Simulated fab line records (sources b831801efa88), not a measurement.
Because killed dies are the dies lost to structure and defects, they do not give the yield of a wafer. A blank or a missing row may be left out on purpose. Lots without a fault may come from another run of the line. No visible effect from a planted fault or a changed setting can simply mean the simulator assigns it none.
Which tool was responsible? | flow sky130 | Sampling: 11 lots, 33 wafers, 4 of 708 route steps

== WHAT THE GAUGES SHOWED, per wafer ==
SKY_VIA1_CD_MEAS_12: the cd target is 150 nm.
lot  | measured     | on       | cdNm (nm)
L607 | day 35 14:58 | cdSem-01 | 149.7 149.4 148.6
L608 | day 35 21:50 | cdSem-02 | 152.6 152.6 150.7
L609 | day 36 06:07 | cdSem-01 | 148.8 147.6 148.8
L611 | day 36 14:35 | cdSem-02 | 148.8 150.7 149.8
L613 | day 37 04:19 | cdSem-01 | 149.4 148.8 148.6
L615 | day 38 04:08 | cdSem-02 | 150.8 150.5 151.3
L616 | day 38 10:58 | cdSem-02 | 150.5 151.9 150.1
L617 | day 38 16:52 | cdSem-01 | 151.1 150.4 151.7
L618 | day 39 02:46 | cdSem-02 | 114.2 150.1 113.2
L620 | day 39 13:55 | cdSem-02 | 148.7 114.1 148.0
L627 | day 41 08:56 | cdSem-01 | 149.3 150.1 148.6

== TOOL THAT RAN EACH LOT (tool first, then ch and the chambers of the sampled wafers, then the start) ==
lot  | SKY_CONTACT_SPUTTER_23      | SKY_METAL1_SPUTTER_03       | SKY_VIA1_EXPOSE_09
L607 | pvdSputter-02, day 33 06:14 | pvdSputter-03, day 33 06:58 | krfScanner-02 ch 0, day 35 01:38
L608 | pvdSputter-03, day 33 13:24 | pvdSputter-01, day 33 14:10 | krfScanner-01 ch 0, day 35 08:43
L609 | pvdSputter-03, day 33 21:58 | pvdSputter-01, day 33 22:41 | krfScanner-02 ch 0, day 35 16:41
L611 | pvdSputter-02, day 34 07:33 | pvdSputter-04, day 34 08:16 | krfScanner-01 ch 0, day 36 01:23
L613 | pvdSputter-03, day 34 21:23 | pvdSputter-04, day 34 22:06 | krfScanner-02 ch 0, day 36 15:22
L615 | pvdSputter-03, day 35 21:05 | pvdSputter-04, day 35 21:48 | krfScanner-01 ch 0, day 37 15:35
L616 | pvdSputter-04, day 36 03:22 | pvdSputter-03, day 36 04:05 | krfScanner-02 ch 0, day 37 21:34
L617 | pvdSputter-03, day 36 10:02 | pvdSputter-04, day 36 10:46 | krfScanner-01 ch 0, day 38 03:26
L618 | pvdSputter-02, day 36 20:01 | pvdSputter-01, day 36 20:52 | krfScanner-01 ch 0, day 38 14:44
L620 | pvdSputter-04, day 37 07:26 | pvdSputter-01, day 37 08:10 | krfScanner-01 ch 0, day 39 01:07
L627 | pvdSputter-03, day 39 05:08 | pvdSputter-01, day 39 05:52 | krfScanner-02 ch 0, day 40 21:57
- SKY_CONTACT_SPUTTER_23: material TiN, target thk 20 nm, time 80 s.
- SKY_METAL1_SPUTTER_03: material Ti, target thk 5 nm, time 3.3 s.
- SKY_VIA1_EXPOSE_09: exposes mask VIM, target cd 150 nm.

== THE ANSWER, worked out from the rows above alone ==
Rule: usual is defined by the lots themselves. Put in order of their means at a reading, lots are off if they are a third of the lots or fewer, leave a main group of 4 or more, and stand apart from it by a gap of 3 or more times the standard deviation of the main group's means; of several such gaps the widest counts. The tables above print the reading to a certain number of digits; a main group whose means all agree to those digits is not used. A lot without any number at a reading at which 4 lots or more have one is off too. Any other lot the step has rows for is counted as sound.
Off: L618, L620, at SKY_VIA1_CD_MEAS_12 (cdNm). Main group: mean 150.0 nm, sd 1.1.
A tool fits if, at a process step before that reading, it ran every lot that is off, and no sound lot after the first of them. Those tools and the gauges at SKY_VIA1_CD_MEAS_12 are tried in the same way. Undecided on this evidence; 2 tools fit (krfScanner-01 at SKY_VIA1_EXPOSE_09, cdSem-02 at SKY_VIA1_CD_MEAS_12).

== WHAT THE SIMULATOR PUT IN ==
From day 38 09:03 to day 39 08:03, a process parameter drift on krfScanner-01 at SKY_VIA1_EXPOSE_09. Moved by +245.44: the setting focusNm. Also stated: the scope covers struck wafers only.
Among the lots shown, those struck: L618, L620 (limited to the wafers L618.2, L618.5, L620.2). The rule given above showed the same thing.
